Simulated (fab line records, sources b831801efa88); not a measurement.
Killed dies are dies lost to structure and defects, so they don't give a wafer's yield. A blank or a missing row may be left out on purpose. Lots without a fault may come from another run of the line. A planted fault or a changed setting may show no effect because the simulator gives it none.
fab line records | flow sky130
record lots=12 wafers=36 last_day=50
route steps=708 shown VIA2@530 METAL3@565 VIA4@639 METAL5@662
lots that met no fault: from a run of the same line without faults
start_h: hours from the record's first day to the start of the lot's first wafer shown | wait_h: hours since the lot's step before | " the same as in the row above | L1.1+2: a row that stands for several wafers | - no value, or no start given | * or withheld: withheld | < > ~ a bound
route shown NAME@n: a module of which the file shows steps, and the number in the route of the first | usual: mean/standard deviation of fault-free wafers | same: alike in all rows | chamber/n: place in a boat | sites: the reading at each site | _std_site: their standard deviation | _edge_site: outer sites' mean less inner sites' | radius_mm: how far each site lies from the wafer's centre | mask NAME#n: copy n | behind: the tool/chamber that last shaped the wafer | hold: why the lot was held/for how many hours/how that ended | device: the transistor (n, p or np) that didn't switch | end of line: the same wafers' tests at the end of the route | a step without rows: its recipe alone | killed: dies lost to structure and defects at the first sort, not the wafer's yield | map: a wafer's dies, x killed, . not, _ none there
set.NAME: the setting as run; set.NAME@STEP: as run at that earlier step | model.NAME: the simulator's own value behind a step, which no gauge read
steps of the route over a sample of lots; a table a step, a row a wafer
services: from which hour (start_h, from the record's first day; less than 0 if before it) a tool's chamber was out of use, for how many hours, and why
## steps
# step SKY_VIA2_THK_MEAS_23
# recipe thk_meas_gauge=xrf reads=W_of_VIA2_CVD_21
# usual VIA2_W_THK=425/8.5
# columns lot.wafer tool chamber start_h wait_h VIA2_W_THK[nm]
L383.4 film_metro-02 - 850.60 0.1 416
L383.5 " - " " 415
L383.6 " - " " 416
L384.1 film_metro-02 - 858.16 0.1 419
L384.2 " - " " 418
L384.4 " - " " 420
L386.2 film_metro-03 - 881.41 0.1 448
L386.5 " - " " 433
L386.6 " - " " 443
L389.1 film_metro-02 - 903.11 0.1 429
L389.4 " - " " 430
L389.6 " - " " 437
L390.2 film_metro-02 - 912.46 0.1 433
L390.4 " - " " 430
L390.6 " - " " 430
L391.1 film_metro-02 - 920.81 0.1 406
L391.2 " - " " 423
L391.3 " - " " 426
L393.1 film_metro-02 - 977.52 0.1 413
L393.2 " - " " 428
L393.5 " - " " 431
L399.1 film_metro-04 - 993.34 0.1 429
L399.2 " - " " 414
L399.3 " - " " 413
L400.1 film_metro-03 - 993.66 0.1 429
L400.3 " - " " 434
L400.6 " - " " 431
L401.2 film_metro-04 - 998.62 0.1 418
L401.4 " - " " 414
L401.6 " - " " 421
L402.1 film_metro-02 - 998.87 0.1 422
L402.2 " - " " 413
L402.5 " - " " 422
L404.4 film_metro-04 - 1014.19 0.1 419
L404.5 " - " " 419
L404.6 " - " " 419
# step SKY_METAL3_DESCUM_15
# recipe chemistry=O2 source_power_w=150 bias_power_w=0 pressure_mtorr=10 temp_c=40 time_s=8
# usual drypump_motor_current_A=5.97/0.26 oes_product_au=0.990/0.0089
# columns lot.wafer tool chamber start_h wait_h drypump_motor_current_A oes_product_au rf_hours_counter_h
L383.4 rie_metal-02 1 903.25 0.0 5.54 0.990 -
L383.5 " 1 " " 5.55 0.990 -
L383.6 " 0 " " 5.89 0.977 -
L384.1 rie_metal-02 0 910.88 0.0 5.94 0.986 14
L384.2 " 1 " " 5.54 1.006 8
L384.4 " 0 " " 5.94 0.993 -
L386.2 rie_metal-02 1 934.91 0.0 5.57 1.007 9
L386.5 " 0 " " 5.92 0.991 -
L386.6 " 1 " " 5.54 0.992 -
L389.1 rie_metal-04 1 953.94 0.0 6.36 0.979 9
L389.4 " 0 " " 6.06 0.985 -
L389.6 " 1 " " 6.35 0.987 -
L390.2 rie_metal-03 1 962.50 0.0 6.21 0.983 9
L390.4 " 0 " " 5.78 0.989 -
L390.6 " 0 " " 5.74 0.997 -
L391.1 rie_metal-03 0 971.44 0.0 5.73 0.979 21
L391.2 " 1 " " 6.15 0.981 9
L391.3 " 1 " " 6.15 0.984 -
L393.1 rie_metal-02 0 1025.59 0.0 5.90 0.989 19
L393.2 " 1 " " 5.54 0.978 13
L393.5 " 1 " " 5.54 0.998 -
L399.1 rie_metal-02 1 1038.70 0.0 5.56 0.983 14
L399.2 " 0 " " 5.90 0.989 20
L399.3 " 0 " " 5.89 0.987 -
L400.1 rie_metal-03 0 1039.85 0.0 5.75 1.001 1
L400.3 " 1 " " 6.15 0.989 -
L400.6 " 1 " " 6.18 0.989 -
L402.1 rie_metal-03 0 1045.19 0.0 5.74 0.996 2
L402.2 " 1 " " 6.17 0.990 14
L402.5 " 1 " " 6.16 0.986 -
L401.2 rie_metal-04 1 1045.50 0.0 6.32 0.982 14
L401.4 " 0 " " 6.07 0.990 -
L401.6 " 1 " " 6.32 0.983 -
L404.4 rie_metal-02 0 1060.15 0.0 5.91 0.986 -
L404.5 " 0 " " 5.90 0.991 -
L404.6 " 1 " " 5.54 1.002 -
# step SKY_VIA4_HDPCVD_00
# recipe material=SiO2 target_thk_nm=1750 sigma_open_frac=0.3 time_s=291.7 temp_c=400 sih4_flow_sccm=60 pressure_mtorr=6
# usual pressure_mtorr=6.000/0.011
# columns lot.wafer tool chamber start_h wait_h pressure_mtorr
L383.4 hdpcvd-02 2 983.18 0.1 5.988
L383.5 " 1 " " 6.006
L383.6 " 0 " " 5.991
L384.1 hdpcvd-01 1 989.06 0.0 5.992
L384.2 " 0 " " 5.987
L384.4 " 2 " " 5.993
L386.2 hdpcvd-02 1 1011.46 0.0 5.977
L386.5 " 1 " " 5.997
L386.6 " 0 " " 6.009
L389.1 hdpcvd-02 0 1027.02 0.0 6.011
L389.4 " 0 " " 5.997
L389.6 " 1 " " 5.994
L390.2 hdpcvd-02 0 1036.66 0.0 5.999
L390.4 " 2 " " 6.021
L390.6 " 0 " " 6.001
L391.1 hdpcvd-01 2 1044.31 0.0 6.004
L391.2 " 1 " " 6.012
L391.3 " 0 " " 6.011
L393.1 hdpcvd-01 1 1093.92 0.0 6.001
L393.2 " 2 " " 5.986
L393.5 " 2 " " 5.991
L399.1 hdpcvd-02 2 1106.14 0.0 6.009
L399.2 " 0 " " 6.004
L399.3 " 1 " " 6.005
L400.1 hdpcvd-02 2 1106.83 0.0 5.992
L400.3 " 0 " " 5.986
L400.6 " 0 " " 5.997
L401.2 hdpcvd-01 2 1111.72 0.0 6.014
L401.4 " 0 " " 6.001
L401.6 " 1 " " 5.975
L402.1 hdpcvd-02 1 1111.72 0.0 6.008
L402.2 " 2 " " 5.991
L402.5 " 2 " " 6.011
L404.4 hdpcvd-02 1 1127.46 0.1 5.993
L404.5 " 2 " " 6.007
L404.6 " 0 " " 5.998
# step SKY_VIA4_THK_MEAS_01
# recipe reads=SiO2_of_VIA4_HDPCVD_00
# usual VIA4_HDPCVD_THK=1747/20
# columns lot.wafer tool chamber start_h wait_h VIA4_HDPCVD_THK[nm]
L383.4 film_metro-02 - 983.30 0.0 1733
L383.5 " - " " 1748
L383.6 " - " " 1719
L384.1 film_metro-02 - 989.24 0.1 1731
L384.2 " - " " 1726
L384.4 " - " " 1737
L386.2 film_metro-03 - 1011.65 0.1 1753
L386.5 " - " " 1756
L386.6 " - " " 1709
L389.1 film_metro-04 - 1027.20 0.1 2761
L389.4 " - " " 2761
L389.6 " - " " 2788
L390.2 film_metro-02 - 1036.85 0.1 2762
L390.4 " - " " 2808
L390.6 " - " " 2774
L391.1 film_metro-04 - 1044.48 0.1 1741
L391.2 " - " " 1750
L391.3 " - " " 1776
L393.1 film_metro-04 - 1094.09 0.1 1728
L393.2 " - " " 1746
L393.5 " - " " 1770
L399.1 film_metro-03 - 1106.32 0.1 1763
L399.2 " - " " 1749
L399.3 " - " " 1768
L400.1 film_metro-03 - 1107.01 0.1 1770
L400.3 " - " " 1744
L400.6 " - " " 1745
L402.1 film_metro-03 - 1111.90 0.1 1759
L402.2 " - " " 1755
L402.5 " - " " 1765
L401.2 film_metro-04 - 1111.90 0.1 1748
L401.4 " - " " 1766
L401.6 " - " " 1752
L404.4 film_metro-02 - 1127.58 0.0 1759
L404.5 " - " " 1760
L404.6 " - " " 1743
# step SKY_METAL5_SPUTTER_01
# recipe material=TiN target_thk_nm=20 power_w=6500 time_s=16.7 chamber_pressure_pa=0.4
# usual throttle_valve_pct=29.5/1
# columns lot.wafer tool chamber start_h wait_h throttle_valve_pct
L383.4 pvd_sputter-03 - 1007.25 0.0 29.9
L383.5 " - " " 28.6
L383.6 " - " " 29.3
L384.1 pvd_sputter-02 - 1013.99 0.0 30.3
L384.2 " - " " 31.0
L384.4 " - " " 28.9
L386.2 pvd_sputter-02 - 1036.00 0.0 30.8
L386.5 " - " " 29.1
L386.6 " - " " 29.4
L390.2 pvd_sputter-01 - 1061.09 0.0 27.2
L390.4 " - " " 30.4
L390.6 " - " " 27.4
L391.1 pvd_sputter-03 - 1067.29 0.0 28.5
L391.2 " - " " 29.9
L391.3 " - " " 29.3
L389.1 pvd_sputter-02 - 1107.81 0.0 29.1
L389.4 " - " " 29.5
L389.6 " - " " 29.1
L393.1 pvd_sputter-01 - 1115.46 0.0 29.6
L393.2 " - " " 27.5
L393.5 " - " " 29.7
L399.1 pvd_sputter-02 - 1128.10 0.0 29.2
L399.2 " - " " 30.8
L399.3 " - " " 30.4
L400.1 pvd_sputter-03 - 1128.40 0.0 28.4
L400.3 " - " " 29.9
L400.6 " - " " 29.9
L401.2 pvd_sputter-02 - 1132.41 0.0 28.9
L401.4 " - " " 28.9
L401.6 " - " " 29.5
L402.1 pvd_sputter-01 - 1132.96 0.0 29.6
L402.2 " - " " 27.6
L402.5 " - " " 28.6
L404.4 pvd_sputter-03 - 1147.37 0.0 29.0
L404.5 " - " " 30.1
L404.6 " - " " 31.0
## services
# columns tool chamber start_h hours kind
pvd_sputter-02 - 887.64 3.4 repair
pvd_sputter-01 - 890.77 4.1 repair
pvd_sputter-02 - 904.31 11.8 repair
pvd_sputter-01 - 925.11 1.4 repair
rie_metal-03 0 927.17 20.9 repair
hdpcvd-01 2 933.80 7.0 repair
hdpcvd-01 - 950.37 15.0 pm
rie_metal-02 - 959.01 0.9 repair
hdpcvd-01 - 989.79 28.1 pm
pvd_sputter-03 - 995.72 0.8 repair
pvd_sputter-02 - 997.52 1.9 repair
pvd_sputter-03 - 998.51 4.1 repair
pvd_sputter-01 - 1028.70 2.3 repair
pvd_sputter-03 - 1030.25 5.6 repair
hdpcvd-02 - 1045.74 5.5 pm
rie_metal-04 1 1048.17 2.6 repair
rie_metal-04 0 1056.61 1.1 repair
pvd_sputter-03 - 1060.27 0.8 repair
rie_metal-02 0 1060.65 - clean
rie_metal-02 - 1099.22 2.8 pm
rie_metal-03 1 1110.38 10.4 repair
rie_metal-02 - 1121.77 0.6 repair
hdpcvd-02 - 1137.33 5.1 repair
pvd_sputter-03 - 1143.24 0.5 repair
## key
first_sign step=SKY_VIA4_THK_MEAS_01 reading=VIA4_HDPCVD_THK direction=up sigmas=51 usual=1747 struck=2776
effect none on later readings
met_at SKY_VIA4_HDPCVD_00
struck_lots L389,L390
not_acting_at SKY_VIA2_THK_MEAS_23,SKY_METAL3_DESCUM_15,SKY_METAL5_SPUTTER_01
onset_between 1011.46 1027.02
fault kind=process_parameter_drift tool=hdpcvd-02 chamber=- onset_h=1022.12 steps=SKY_VIA4_HDPCVD_00 channel=target_thk_nm offset=1054.7 shape=step end_h=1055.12 acts_in=these_recipes_only stated=1750
